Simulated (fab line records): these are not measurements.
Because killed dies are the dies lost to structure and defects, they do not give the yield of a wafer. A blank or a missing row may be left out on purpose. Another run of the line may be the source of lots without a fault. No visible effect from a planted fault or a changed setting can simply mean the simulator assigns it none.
fab line records + flow sky130
[record]
- lots = 12
- wafers = 36
- last_day = 50
route steps=708 shown VT_ADJUST_NCORE@127 LDD_N@252 POLY_CUT@318
lots with no fault: from the same line, run without faults
start_h: the number of hours between the record's first day and the start of the first shown wafer of the lot + wait_h: hours since the lot's step before + " as in the row above + L1.1+2: a row that stands for several wafers + - no value present, or no start provided + * or withheld: withheld + < > ~ a bound
route shown NAME@n: names a module that has steps shown in the file, with the first one's number in the route + usual: mean/standard deviation of fault-free wafers + same: alike in all rows + chamber/n: place in a boat + sites: readings site by site + _std_site: standard deviation of those values + _edge_site: outer sites' mean less inner sites' + radius_mm: for every site, how far away it sits from the centre of the wafer + mask NAME#n: copy n + behind: the most recent tool/chamber to have shaped the wafer + hold: what put the lot on hold/how long, in hours/how the hold closed + device: names the non-switching transistor (n, p or np) + end of line: the route-end tests of the same wafers + for a step that has no rows: nothing shown but its recipe + killed: dies that structure and defects cost at the first sort, which is not the same as the wafer's yield + map: dies across one wafer; x = killed, . = not, _ = none there
set.NAME: the setting the step ran with; set.NAME@STEP: the setting that earlier step ran with + model.NAME: the simulator's own value behind a step, which no gauge read
a sample of lots followed through the steps of the route, with each step as a table and each wafer as a row
services: the hour from which a tool's chamber was out of use, counted from the record's first day as start_h (under 0 if before that day), plus the number of hours and why
[[steps]]
[step SKY_VT_ADJUST_NCORE_OVL_MEAS_08]
[usual]
- VT_ADJUST_NCORE_OVL = -0.8/1.2
| lot.wafer | tool       | chamber | start_h | wait_h | VT_ADJUST_NCORE_OVL[nm] |
|-----------|------------|---------|---------|--------|-------------------------|
| L415.2    | overlay-02 | -       | 196.73  | 0.1    | -3.7                    |
| L415.3    | "          | -       | "       | "      | -0.6                    |
| L415.6    | "          | -       | "       | "      | -1.5                    |
| L419.1    | overlay-01 | -       | 215.22  | 0.1    | -1.8                    |
| L419.2    | "          | -       | "       | "      | 0.0                     |
| L419.5    | "          | -       | "       | "      | -1.3                    |
| L420.2    | overlay-02 | -       | 224.74  | 0.1    | -1.6                    |
| L420.5    | "          | -       | "       | "      | -1.4                    |
| L420.6    | "          | -       | "       | "      | -1.2                    |
| L421.1    | overlay-01 | -       | 229.58  | 0.1    | -0.1                    |
| L421.3    | "          | -       | "       | "      | -0.7                    |
| L421.4    | "          | -       | "       | "      | -0.3                    |
| L422.3    | overlay-02 | -       | 232.83  | 0.1    | -1.6                    |
| L422.4    | "          | -       | "       | "      | 0.8                     |
| L422.6    | "          | -       | "       | "      | 0.1                     |
| L423.1    | overlay-02 | -       | 246.47  | 0.1    | -0.6                    |
| L423.2    | "          | -       | "       | "      | -0.7                    |
| L423.4    | "          | -       | "       | "      | -1.3                    |
| L425.4    | overlay-02 | -       | 254.09  | 0.1    | 1.1                     |
| L425.5    | "          | -       | "       | "      | -0.2                    |
| L425.6    | "          | -       | "       | "      | -1.3                    |
| L427.2    | overlay-01 | -       | 265.93  | 0.1    | 0.2                     |
| L427.4    | "          | -       | "       | "      | -0.4                    |
| L427.6    | "          | -       | "       | "      | -3.4                    |
| L430.2    | overlay-02 | -       | 288.66  | 0.1    | -0.9                    |
| L430.4    | "          | -       | "       | "      | -0.9                    |
| L430.5    | "          | -       | "       | "      | -1.1                    |
| L436.2    | overlay-02 | -       | 333.83  | 0.1    | -0.6                    |
| L436.4    | "          | -       | "       | "      | -2.1                    |
| L436.6    | "          | -       | "       | "      | -1.0                    |
| L437.2    | overlay-01 | -       | 337.58  | 0.1    | -1.8                    |
| L437.3    | "          | -       | "       | "      | -3.2                    |
| L437.5    | "          | -       | "       | "      | -2.6                    |
| L438.1    | overlay-02 | -       | 341.73  | 0.1    | -0.3                    |
| L438.3    | "          | -       | "       | "      | -1.0                    |
| L438.6    | "          | -       | "       | "      | -0.5                    |
[step SKY_LDD_N_IMPLANT_15]
[recipe]
- species = BF2
- energy_kev = 50
- dose_cm2 = 5e+12
- tilt_deg = 30
- rotation_deg = 270
[usual]
- beam_on_s = 10.00/0.19
- faraday_current_uA = 28.2/0.54
- rotation_deg = 270.01/0.058
| lot.wafer | tool         | chamber | start_h | wait_h | beam_on_s | faraday_current_uA | rotation_deg |
|-----------|--------------|---------|---------|--------|-----------|--------------------|--------------|
| L415.2    | implanter-03 | 0       | 423.56  | 0.1    | 9.71      | 29.1               | 270.00       |
| L415.3    | "            | 0       | "       | "      | 10.12     | 27.9               | 270.00       |
| L415.6    | "            | 0       | "       | "      | 10.16     | 27.6               | 270.03       |
| L419.1    | implanter-02 | 0       | 449.89  | 0.1    | 10.15     | 27.8               | 270.01       |
| L419.2    | "            | 0       | "       | "      | 9.95      | 28.4               | 270.00       |
| L419.5    | "            | 0       | "       | "      | 10.30     | 27.2               | 269.98       |
| L420.2    | implanter-03 | 0       | 464.32  | 0.1    | 10.24     | 27.5               | 270.02       |
| L420.5    | "            | 0       | "       | "      | 9.68      | 29.1               | 269.95       |
| L420.6    | "            | 0       | "       | "      | 9.91      | 28.3               | 269.96       |
| L421.1    | implanter-02 | 0       | 464.60  | 0.1    | 9.95      | 28.5               | 269.99       |
| L421.3    | "            | 0       | "       | "      | 10.25     | 27.6               | 269.97       |
| L421.4    | "            | 0       | "       | "      | 9.61      | 29.2               | 270.07       |
| L422.3    | implanter-03 | 0       | 474.24  | 0.1    | 10.25     | 27.5               | 270.03       |
| L422.4    | "            | 0       | "       | "      | 10.42     | 27.0               | 270.04       |
| L422.6    | "            | 0       | "       | "      | 10.25     | 27.5               | 269.99       |
| L423.1    | implanter-02 | 0       | 491.30  | 0.1    | 10.19     | 27.8               | 270.03       |
| L423.2    | "            | 0       | "       | "      | 9.97      | 28.5               | 270.05       |
| L423.4    | "            | 0       | "       | "      | 10.17     | 27.8               | 269.97       |
| L425.4    | implanter-03 | 0       | 498.86  | 0.1    | 10.11     | 27.7               | 269.99       |
| L425.5    | "            | 0       | "       | "      | 10.37     | 27.2               | 269.95       |
| L425.6    | "            | 0       | "       | "      | 9.95      | 28.4               | 269.95       |
| L427.2    | implanter-04 | 0       | 523.16  | 0.1    | 9.78      | 28.8               | 270.04       |
| L427.4    | "            | 0       | "       | "      | 10.03     | 28.1               | 270.04       |
| L427.6    | "            | 0       | "       | "      | 9.98      | 28.3               | 269.90       |
| L430.2    | implanter-02 | 0       | 535.07  | 0.1    | 10.11     | 27.9               | 270.02       |
| L430.4    | "            | 0       | "       | "      | 9.83      | 28.8               | 269.99       |
| L430.5    | "            | 0       | "       | "      | 10.31     | 27.3               | 270.04       |
| L436.2    | implanter-02 | 0       | 583.51  | 0.1    | 12.78     | 22.3               | 270.00       |
| L436.4    | "            | 0       | "       | "      | 12.65     | 22.4               | 270.00       |
| L436.6    | "            | 0       | "       | "      | 12.69     | 22.3               | 269.97       |
| L437.2    | implanter-02 | 0       | 592.48  | 0.1    | 12.79     | 22.1               | 269.94       |
| L437.3    | "            | 0       | "       | "      | 12.79     | 22.0               | 270.00       |
| L437.5    | "            | 0       | "       | "      | 12.66     | 22.2               | 270.06       |
| L438.1    | implanter-04 | 0       | 593.99  | 0.1    | 10.10     | 27.9               | 269.91       |
| L438.3    | "            | 0       | "       | "      | 9.63      | 29.2               | 270.18       |
| L438.6    | "            | 0       | "       | "      | 10.05     | 28.0               | 269.88       |
[step SKY_POLY_CUT_ETCH_11]
[recipe]
- target = Si3N4
- chemistry = CF4/CH2F2/Ar
- stop_on = poly-Si
- source_w = 600
- bias_w = 145.3
- pressure_mtorr = 40
- cf4_flow_sccm = 40
- ch2f2_flow_sccm = 20
- Ar_flow_sccm = 150
- time_s = 42.5
- target_depth_a = 600
[usual]
- drypump_motor_current_A = 5.8/0.43
- mfc_ar_sccm = 150.0/0.5
- oes_product_au = 0.827/0.0059
- throttle_valve_pct = 14.994/0.009
| lot.wafer | tool        | chamber | start_h | wait_h | drypump_motor_current_A | mfc_ar_sccm | oes_product_au | rf_hours_counter_h | throttle_valve_pct |
|-----------|-------------|---------|---------|--------|-------------------------|-------------|----------------|--------------------|--------------------|
| L415.2    | rie_diel-02 | 2       | 578.61  | 0.0    | 4.6                     | 149.6       | 0.824          | 46                 | 14.985             |
| L415.3    | "           | 0       | "       | "      | 6.2                     | 150.4       | 0.827          | 12                 | 14.987             |
| L415.6    | "           | 1       | "       | "      | 6.0                     | 150.2       | 0.817          | -                  | 14.996             |
| L419.1    | rie_diel-03 | 2       | 605.60  | 0.0    | 6.1                     | 150.7       | 0.836          | 40                 | 15.010             |
| L419.2    | "           | 1       | "       | "      | 5.7                     | 150.4       | 0.833          | 8                  | 14.996             |
| L419.5    | "           | 2       | "       | "      | 6.1                     | 150.2       | 0.820          | -                  | 14.979             |
| L420.2    | rie_diel-03 | 2       | 618.05  | 0.0    | 6.1                     | 149.7       | 0.819          | 40                 | 14.982             |
| L420.5    | "           | 0       | "       | "      | 5.5                     | 150.2       | 0.823          | -                  | 14.982             |
| L420.6    | "           | 1       | "       | "      | 5.7                     | 149.2       | 0.823          | -                  | 14.990             |
| L421.1    | rie_diel-02 | 1       | 618.31  | 0.0    | 6.0                     | 150.0       | 0.830          | 4                  | 15.016             |
| L421.3    | "           | 2       | "       | "      | 4.7                     | 149.8       | 0.821          | 47                 | 14.993             |
| L421.4    | "           | 0       | "       | "      | 6.2                     | 149.4       | 0.825          | 13                 | 14.996             |
| L422.3    | rie_diel-02 | 0       | 624.87  | 0.0    | 6.2                     | 150.5       | 0.823          | 14                 | 14.994             |
| L422.4    | "           | 3       | "       | "      | 6.0                     | 150.3       | 0.829          | 16                 | 14.988             |
| L422.6    | "           | 0       | "       | "      | 6.2                     | 149.7       | 0.830          | -                  | 15.008             |
| L423.1    | rie_diel-04 | 1       | 640.75  | 0.0    | 6.4                     | 150.2       | 0.841          | 57                 | 15.004             |
| L423.2    | "           | 0       | "       | "      | 5.5                     | 150.3       | 0.825          | 28                 | 14.996             |
| L423.4    | "           | 3       | "       | "      | 5.9                     | 150.3       | 0.825          | 10                 | 14.987             |
| L425.4    | rie_diel-02 | 2       | 647.52  | 0.0    | 4.7                     | 150.2       | 0.821          | 48                 | 14.990             |
| L425.5    | "           | 0       | "       | "      | 6.2                     | 150.1       | 0.819          | -                  | 15.002             |
| L425.6    | "           | 3       | "       | "      | 6.0                     | 149.0       | 0.819          | -                  | 14.984             |
| L427.2    | rie_diel-03 | 0       | 669.20  | 0.0    | 5.5                     | 149.8       | 0.828          | 5                  | 14.995             |
| L427.4    | "           | 1       | "       | "      | 5.7                     | 150.0       | 0.835          | 9                  | 14.987             |
| L427.6    | "           | 3       | "       | "      | 5.8                     | 150.3       | 0.836          | -                  | 15.004             |
| L430.2    | rie_diel-03 | 3       | 682.90  | 0.0    | 5.8                     | 150.5       | 0.832          | 12                 | 14.999             |
| L430.4    | "           | 0       | "       | "      | 5.6                     | 150.4       | 0.838          | 5                  | 14.991             |
| L430.5    | "           | 0       | "       | "      | 5.6                     | 150.3       | 0.844          | -                  | 15.006             |
| L436.2    | rie_diel-02 | 1       | 730.10  | 0.0    | 6.0                     | 150.6       | 0.826          | 6                  | 14.998             |
| L436.4    | "           | 2       | "       | "      | 4.6                     | 149.7       | 0.826          | 50                 | 15.004             |
| L436.6    | "           | 3       | "       | "      | 6.0                     | 150.4       | 0.830          | -                  | 14.995             |
| L437.2    | rie_diel-04 | 0       | 736.75  | 0.0    | 5.5                     | 149.3       | 0.828          | 31                 | 14.989             |
| L437.3    | "           | 3       | "       | "      | 5.9                     | 150.2       | 0.823          | 12                 | 14.989             |
| L437.5    | "           | 0       | "       | "      | 5.5                     | 149.3       | 0.844          | -                  | 14.993             |
| L438.1    | rie_diel-02 | 1       | 738.74  | 0.0    | 6.0                     | 150.9       | 0.829          | 7                  | 14.997             |
| L438.3    | "           | 0       | "       | "      | 6.2                     | 150.9       | 0.825          | 16                 | 15.000             |
| L438.6    | "           | 3       | "       | "      | 6.0                     | 150.0       | 0.833          | -                  | 14.996             |
[step SKY_POLY_CUT_STRIP_12]
[recipe]
- chemistry = O2/N2
- power_w = 1400
- pressure_mtorr = 1500
- platen_temp_c = withheld
- o2_flow_sccm = 3000
- n2_flow_sccm = 300
- overash_fraction = 0.5
[usual]
- drypump_motor_current_A = 5.5/0.49
- oes_product_au = 0.452/0.0047
- strip_time_to_endpoint_s = 5.357/0.017
| lot.wafer | tool            | chamber | start_h | wait_h | drypump_motor_current_A | oes_product_au | rf_hours_counter_h | strip_time_to_endpoint_s |
|-----------|-----------------|---------|---------|--------|-------------------------|----------------|--------------------|--------------------------|
| L415.2    | plasma_asher-03 | 1       | 578.65  | 0.0    | 5.4                     | 0.455          | 42                 | 5.363                    |
| L415.3    | "               | 0       | "       | "      | 5.3                     | 0.458          | -                  | 5.369                    |
| L415.6    | "               | 0       | "       | "      | 5.3                     | 0.456          | -                  | 5.359                    |
| L419.1    | plasma_asher-04 | 1       | 605.64  | 0.0    | 4.8                     | 0.448          | 17                 | 5.349                    |
| L419.2    | "               | 0       | "       | "      | 6.2                     | 0.451          | 17                 | 5.354                    |
| L419.5    | "               | 1       | "       | "      | 4.8                     | 0.442          | -                  | 5.357                    |
| L420.2    | plasma_asher-04 | 0       | 618.09  | 0.0    | 6.2                     | 0.444          | 19                 | 5.327                    |
| L420.5    | "               | 1       | "       | "      | 4.8                     | 0.451          | -                  | 5.360                    |
| L420.6    | "               | 0       | "       | "      | 6.2                     | 0.448          | -                  | 5.332                    |
| L421.1    | plasma_asher-03 | 1       | 618.35  | 0.0    | 5.4                     | 0.454          | 46                 | 5.329                    |
| L421.3    | "               | 1       | "       | "      | 5.4                     | 0.448          | -                  | 5.359                    |
| L421.4    | "               | 0       | "       | "      | 5.3                     | 0.454          | -                  | 5.348                    |
| L422.3    | plasma_asher-03 | 0       | 624.95  | 0.1    | 5.3                     | 0.443          | -                  | 5.349                    |
| L422.4    | "               | 1       | "       | "      | 5.4                     | 0.454          | -                  | 5.348                    |
| L422.6    | "               | 1       | "       | "      | 5.4                     | 0.455          | -                  | 5.334                    |
| L423.1    | plasma_asher-02 | 0       | 640.79  | 0.0    | 5.7                     | 0.455          | 92                 | 5.385                    |
| L423.2    | "               | 1       | "       | "      | 6.1                     | 0.457          | 92                 | 5.375                    |
| L423.4    | "               | 1       | "       | "      | 6.1                     | 0.448          | -                  | 5.370                    |
| L425.4    | plasma_asher-03 | 0       | 647.60  | 0.1    | 5.3                     | 0.455          | -                  | 5.370                    |
| L425.5    | "               | 0       | "       | "      | 5.3                     | 0.442          | -                  | 5.353                    |
| L425.6    | "               | 1       | "       | "      | 5.4                     | 0.454          | -                  | 5.335                    |
| L427.2    | plasma_asher-04 | 0       | 669.24  | 0.0    | 6.3                     | 0.459          | 24                 | 5.357                    |
| L427.4    | "               | 0       | "       | "      | 6.2                     | 0.452          | -                  | 5.356                    |
| L427.6    | "               | 0       | "       | "      | 6.2                     | 0.451          | -                  | 5.372                    |
| L430.2    | plasma_asher-03 | 1       | 682.94  | 0.0    | 5.4                     | 0.459          | 53                 | 5.343                    |
| L430.4    | "               | 0       | "       | "      | 5.3                     | 0.457          | -                  | 5.357                    |
| L430.5    | "               | 0       | "       | "      | 5.3                     | 0.453          | -                  | 5.348                    |
| L436.2    | plasma_asher-03 | 1       | 730.14  | 0.0    | 5.4                     | 0.448          | 57                 | 5.355                    |
| L436.4    | "               | 1       | "       | "      | 5.4                     | 0.443          | -                  | 5.344                    |
| L436.6    | "               | 0       | "       | "      | 5.3                     | 0.457          | -                  | 5.370                    |
| L437.2    | plasma_asher-03 | 1       | 736.79  | 0.0    | 5.4                     | 0.444          | 58                 | 5.344                    |
| L437.3    | "               | 1       | "       | "      | 5.4                     | 0.449          | -                  | 5.371                    |
| L437.5    | "               | 0       | "       | "      | 5.3                     | 0.450          | -                  | 5.347                    |
| L438.1    | plasma_asher-03 | 0       | 738.78  | 0.0    | 5.3                     | 0.458          | 58                 | 5.354                    |
| L438.3    | "               | 0       | "       | "      | 5.3                     | 0.445          | -                  | 5.360                    |
| L438.6    | "               | 0       | "       | "      | 5.3                     | 0.454          | -                  | 5.349                    |
[[services]]
| tool            | chamber | start_h | hours | kind   |
|-----------------|---------|---------|-------|--------|
| implanter-02    | -       | 410.84  | 1.4   | repair |
| rie_diel-04     | 2       | 414.80  | 8.8   | repair |
| rie_diel-04     | 1       | 415.32  | 3.8   | repair |
| rie_diel-04     | -       | 416.48  | 2.8   | pm     |
| plasma_asher-04 | -       | 421.25  | 9.0   | pm     |
| rie_diel-03     | -       | 435.60  | 0.4   | repair |
| implanter-03    | -       | 477.59  | 15.1  | repair |
| plasma_asher-03 | -       | 503.19  | 2.9   | repair |
| implanter-03    | -       | 516.45  | 2.8   | pm     |
| plasma_asher-04 | -       | 523.43  | 1.3   | repair |
| implanter-02    | -       | 546.29  | 1.4   | repair |
| rie_diel-02     | 3       | 550.47  | 7.9   | repair |
| rie_diel-03     | -       | 568.48  | 0.2   | repair |
| implanter-02    | -       | 570.28  | 3.7   | pm     |
| implanter-03    | -       | 591.04  | 3.4   | repair |
| rie_diel-02     | 2       | 598.04  | 6.3   | repair |
| rie_diel-02     | 3       | 599.52  | 4.2   | repair |
| implanter-02    | -       | 602.20  | 5.2   | pm     |
| rie_diel-02     | 3       | 607.35  | 1.9   | repair |
| implanter-03    | -       | 629.74  | 9.3   | repair |
| implanter-03    | -       | 638.99  | 5.8   | pm     |
| rie_diel-02     | -       | 668.00  | 9.3   | repair |
| implanter-02    | -       | 724.85  | 4.9   | repair |
| rie_diel-02     | 2       | 731.30  | 22.1  | repair |
[[key]]
[first_sign]
- step = SKY_LDD_N_IMPLANT_15
- reading = beam_on_s
- direction = up
- sigmas = 14
- usual = 10.00
- struck = 12.73
[effect]
- step = SKY_LDD_N_IMPLANT_15
- reading = faraday_current_uA
- direction = down
- sigmas = 11
- usual = 28.2
- struck = 22.2
met_at SKY_LDD_N_IMPLANT_15
struck_lots L436,L437
tester_left_out L436,L437
not_acting_at SKY_VT_ADJUST_NCORE_OVL_MEAS_08,SKY_POLY_CUT_ETCH_11,SKY_POLY_CUT_STRIP_12
onset_between 535.07 583.51
[fault]
- kind = process_parameter_drift
- tool = implanter-02
- chamber = -
- onset_h = 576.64
- steps = SKY_LDD_N_IMPLANT_15
- channel = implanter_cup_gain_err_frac
- offset = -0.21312
- shape = step
- end_h = 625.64
// tester_left_out: of these lots the tester's yield and bins aren't shown, on N5 and GAA mostly nor the transistor test; their killed dies are dies lost to structure and defects alone, not to doping, threshold or leakage, so they don't give the yield
